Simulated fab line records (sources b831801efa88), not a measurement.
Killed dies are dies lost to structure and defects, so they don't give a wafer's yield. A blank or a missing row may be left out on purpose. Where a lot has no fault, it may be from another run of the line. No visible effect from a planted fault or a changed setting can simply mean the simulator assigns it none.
What tool caused it? / flow gf180mcu / 36 wafers sampled from 12 lots at 1 step of a route of 602

## WHAT EACH GAUGE READ, for each wafer
GF_V4_THK_MEAS_01.
lot=L366; measured=day 24 15:44; on=film metro-02; V4_CVD_00_THK (nm)=595 595 600
lot=L368; measured=day 24 23:49; on=film metro-01; V4_CVD_00_THK (nm)=601 612 608
lot=L372; measured=day 26 16:10; on=film metro-02; V4_CVD_00_THK (nm)=591 593 586
lot=L373; measured=day 26 16:52; on=film metro-01; V4_CVD_00_THK (nm)=610 606 606
lot=L374; measured=day 26 22:25; on=film metro-04; V4_CVD_00_THK (nm)=591 593 591
lot=L375; measured=day 27 00:11; on=film metro-01; V4_CVD_00_THK (nm)=594 600 587
lot=L378; measured=day 28 10:07; on=film metro-02; V4_CVD_00_THK (nm)=605 604 596
lot=L377; measured=day 28 10:42; on=film metro-02; V4_CVD_00_THK (nm)=604 602 603
lot=L380; measured=day 28 15:25; on=film metro-01; V4_CVD_00_THK (nm)=611 601 602
lot=L382; measured=day 29 09:44; on=film metro-04; V4_CVD_00_THK (nm)=599 607 608
lot=L383; measured=day 29 10:05; on=film metro-02; V4_CVD_00_THK (nm)=586 593 595
lot=L387; measured=day 30 21:11; on=film metro-04; V4_CVD_00_THK (nm)=606 605 604

## TOOL THAT RAN EACH LOT (tool first, then ch and the chambers of the sampled wafers, then the start)
Before these readings, the record contains no process step.

## AS READ BY THE TOOLS THEMSELVES (means over the sampled wafers that have a number; for cases with no such wafer, the mark the record gives instead)
The record holds no such reading with a usual standard deviation.

## THE ANSWER, worked out from the rows above alone
Rule: usual is defined by the lots themselves. Put in order of their means at a reading, lots are off if they are a third of the lots or fewer, leave a main group of 4 or more, and stand apart from it by a gap of 3 or more times the standard deviation of the main group's means; of several such gaps the widest counts. A main group is skipped when, at the precision printed for the reading in the tables above, its means are all equal. A lot without any number at a reading at which 4 lots or more have one is off too. The other lots that the step has rows for count as sound. First the gauges in route order, then the tools' own readings, where a lot's mean is used as printed above. The first step at which some lot is off is used, and at that step the reading that is off furthest; a lot without a number counts as furthest.
Across all readings shown, no lot is off: no conclusion can be drawn from this.

## WHAT THE SIMULATOR HAD PUT IN
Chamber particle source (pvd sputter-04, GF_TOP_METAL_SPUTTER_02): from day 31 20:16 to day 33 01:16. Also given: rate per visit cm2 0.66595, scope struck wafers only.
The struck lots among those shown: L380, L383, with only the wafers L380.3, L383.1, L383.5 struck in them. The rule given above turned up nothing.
